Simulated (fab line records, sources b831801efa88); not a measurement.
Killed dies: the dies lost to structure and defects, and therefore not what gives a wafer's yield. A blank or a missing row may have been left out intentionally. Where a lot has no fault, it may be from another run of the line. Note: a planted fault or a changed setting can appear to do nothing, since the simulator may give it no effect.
A single fault, viewed from 2 desks :: flow sky130 :: each desk holds nothing but its own numbers, with what lay behind them at the end

## AT THE TOOL OWNER'S DESK: lpcvd-01
The tool's own readings at SKY_POLY_GATE_CVD_00 (deposits poly-Si, target thk 180 nm, time 720 s): means of the sampled wafers that have a number, for each lot that ran on this tool. The brackets show how far a lot's mean lies from the usual mean; more than 4 standard deviations puts the lot out of limits, marked OUT.
Columns: A = spike tc centre C at SKY_POLY_GATE_CVD_00, usual 621.1 C; B = spike tc top C at SKY_POLY_GATE_CVD_00, usual 641.0 C; C = spike tc upper C at SKY_POLY_GATE_CVD_00, usual 619.0 C; D = zone power centre pct at SKY_POLY_GATE_CVD_00, usual 9.83 %; E = zone power top pct at SKY_POLY_GATE_CVD_00, usual 18.5 %; F = zone power upper pct at SKY_POLY_GATE_CVD_00, usual 8.3 %
lot: L213
first seen here: day 14 01:18
A: 619.1
B: 637.0
C: 618.0
D: 9.72
E: 19.6
F: 9.7

lot: L214
first seen here: day 14 06:10
A: 622.1
B: 643.6
C: 619.5
D: 9.91
E: 17.7
F: 7.3

lot: L215
first seen here: day 14 11:44
A: 619.2
B: 638.4
C: 618.4
D: 9.68
E: 19.6
F: 9.9

lot: L216
first seen here: day 14 19:31
A: 619.9
B: 637.9
C: 618.9
D: 9.70
E: 19.7
F: 9.8

lot: L217
first seen here: day 15 07:42
A: 622.2
B: 643.0
C: 619.4
D: 9.94
E: 17.9
F: 7.2

lot: L219
first seen here: day 15 20:24
A: 622.6
B: 643.0
C: 619.0
D: 9.89
E: 17.9
F: 7.3

lot: L220
first seen here: day 16 07:58
A: 620.4
B: 637.3
C: 619.3
D: 9.74
E: 19.4
F: 9.7

lot: L221
first seen here: day 16 17:51
A: 621.6
B: 642.2
C: 619.9
D: 9.94
E: 17.8
F: 7.3

lot: L223
first seen here: day 17 07:30
A: 621.8
B: 643.2
C: 619.1
D: 9.92
E: 17.7
F: 7.3

lot: L228
first seen here: day 19 06:58
A: 629.7 (+6.6) OUT
B: 653.1 (+4.3) OUT
C: 562.7 (-51) OUT
D: 14.85 (+33) OUT
E: 23.5 (+5.9) OUT
F: 0.0 (-6.9) OUT

lot: L230
first seen here: day 19 23:14
A: 620.7
B: 637.8
C: 618.7
D: 9.76
E: 19.5
F: 9.9
This desk's finding: out of limits on L228; first on L228, day 19 06:58 (spike tc centre C at SKY_POLY_GATE_CVD_00). In limits: L213, L214, L215, L216, L217, L219, L220, L221, L223, L230.

## AT THE METROLOGY DESK
What the gauges read, lot by lot, whatever tool the lot ran on: means of the sampled wafers that have a number. The brackets show how far a lot's mean lies from the usual mean; more than 4 standard deviations puts the lot out of limits, marked OUT.
Columns: A = SONOS_TUNNEL_TW at SKY_SONOS_TUNNEL_TW_MEAS_12, usual 197.1; B = SONOS_ONO_OXIDATION_THK at SKY_SONOS_ONO_THK_MEAS_01, usual 2.60 nm; C = POLY_GATE_CVD_00_THK at SKY_POLY_GATE_THK_MEAS_01, usual 180.1 nm
lot: L213
first seen here: day 11 13:37
A: 198.5
B: 2.58
C: 179.5

lot: L214
first seen here: day 11 18:04
A: 194.6
B: 2.55
C: 180.7

lot: L215
first seen here: day 11 22:28
A: 197.8
B: 2.60
C: 180.0

lot: L216
first seen here: day 12 05:39
A: 197.7
B: 2.61
C: 180.1

lot: L217
first seen here: day 12 16:54
A: 197.0
B: 2.64
C: 182.6

lot: L219
first seen here: day 13 07:02
A: 198.2
B: 2.64
C: 181.6

lot: L220
first seen here: day 13 16:55
A: 198.5
B: 2.49
C: 180.2

lot: L221
first seen here: day 14 00:08
A: 195.3
B: 2.58
C: 180.1

lot: L223
first seen here: day 14 14:05
A: 196.0
B: 2.60
C: 179.2

lot: L228
first seen here: day 16 10:35
A: 198.1
B: 2.56
C: 108.0 (-48) OUT

lot: L230
first seen here: day 17 02:37
A: 198.3
B: 2.59
C: 179.8
This desk reports L228 out of limits; the earliest was L228 at day 19 08:10 (POLY_GATE_CVD_00_THK at SKY_POLY_GATE_THK_MEAS_01). In limits: L213, L214, L215, L216, L217, L219, L220, L221, L223, L230.

## TAKEN TOGETHER
The tool owner's desk could have raised an alarm at day 19 06:58, on L228.
The metrology desk could have raised an alarm at day 19 08:10, on L228.
On lpcvd-01, each named lot ran SKY_POLY_GATE_CVD_00.

## WHAT WAS PUT IN BY THE SIMULATOR
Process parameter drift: lpcvd-01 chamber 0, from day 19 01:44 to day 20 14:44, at SKY_POLY_GATE_CVD_00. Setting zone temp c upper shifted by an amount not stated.
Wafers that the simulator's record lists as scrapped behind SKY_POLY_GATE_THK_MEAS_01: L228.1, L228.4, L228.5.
Lots struck among those shown: L228.
Fault start to first reading out of limits, in hours, per desk: tool owner, 5; metrology, 6.
